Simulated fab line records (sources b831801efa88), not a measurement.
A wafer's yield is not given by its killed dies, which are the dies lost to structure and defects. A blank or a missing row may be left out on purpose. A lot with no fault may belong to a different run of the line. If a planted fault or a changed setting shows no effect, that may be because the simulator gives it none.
Which tool did it? + flow sky130 + 18 wafers from 6 lots sampled at 3 of the route's 708 steps

== WHAT THE GAUGES READ, wafer by wafer ==
SKY_SD_N_TW_MEAS_12.
| lot  | measured     | on            | SD_N_TW        |
|------|--------------|---------------|----------------|
| L347 | day 28 09:37 | film metro-04 | 3995 3983 3975 |
| L353 | day 30 08:12 | film metro-03 | 3915 3930 3926 |
| L356 | day 31 17:35 | film metro-03 | 3978 3965 3982 |
| L358 | day 32 06:40 | film metro-04 | 4022 4037 4014 |
| L360 | day 33 02:46 | film metro-03 | 3948 3940 3928 |
| L369 | day 35 11:04 | film metro-01 | 3951 3971 3962 |

== EACH LOT AND THE TOOL THAT RAN IT (in order: tool; ch and the chambers of the sampled wafers; start) ==
| lot  | SKY_NWELL_STRIP_14                   | SKY_SONOS_ONO_WET_ETCH_18       |
|------|--------------------------------------|---------------------------------|
| L347 | plasma asher-01 ch 0,1, day 4 18:55  | wet bench-02 ch 1, day 13 02:32 |
| L353 | plasma asher-02 ch 0,1, day 6 07:28  | wet bench-02 ch 1, day 15 04:24 |
| L356 | plasma asher-02 ch 0, day 7 02:21    | wet bench-04 ch 2, day 16 06:42 |
| L358 | plasma asher-02 ch 0,1, day 7 13:42  | wet bench-01 ch 2, day 17 01:51 |
| L360 | plasma asher-02 ch 0,1, day 8 08:30  | wet bench-02 ch 2, day 17 21:17 |
| L369 | plasma asher-01 ch 0,1, day 10 03:37 | wet bench-02 ch 3, day 20 13:22 |
- SKY_NWELL_STRIP_14: strips in O2/N2.
- SKY_SONOS_ONO_WET_ETCH_18: etches Si3N4 in H3PO4, target depth 15 nm, time 172 s.

== THE ANSWER, worked out from the rows above alone ==
Rule: what is usual is taken from the lots themselves. Put in order of their means at a reading, lots are off if they are a third of the lots or fewer, leave a main group of 4 or more, and stand apart from it by a gap of 3 or more times the standard deviation of the main group's means; of several such gaps the widest counts. A main group whose means are all the same, to the digits that the tables above print for the reading, isn't used. Also off: a lot with no number at a reading for which 4 or more lots have one. The other lots that the step has rows for count as sound.
None of the lots is off at any reading shown; this tells nothing.

== WHAT THE SIMULATOR PUT IN ==
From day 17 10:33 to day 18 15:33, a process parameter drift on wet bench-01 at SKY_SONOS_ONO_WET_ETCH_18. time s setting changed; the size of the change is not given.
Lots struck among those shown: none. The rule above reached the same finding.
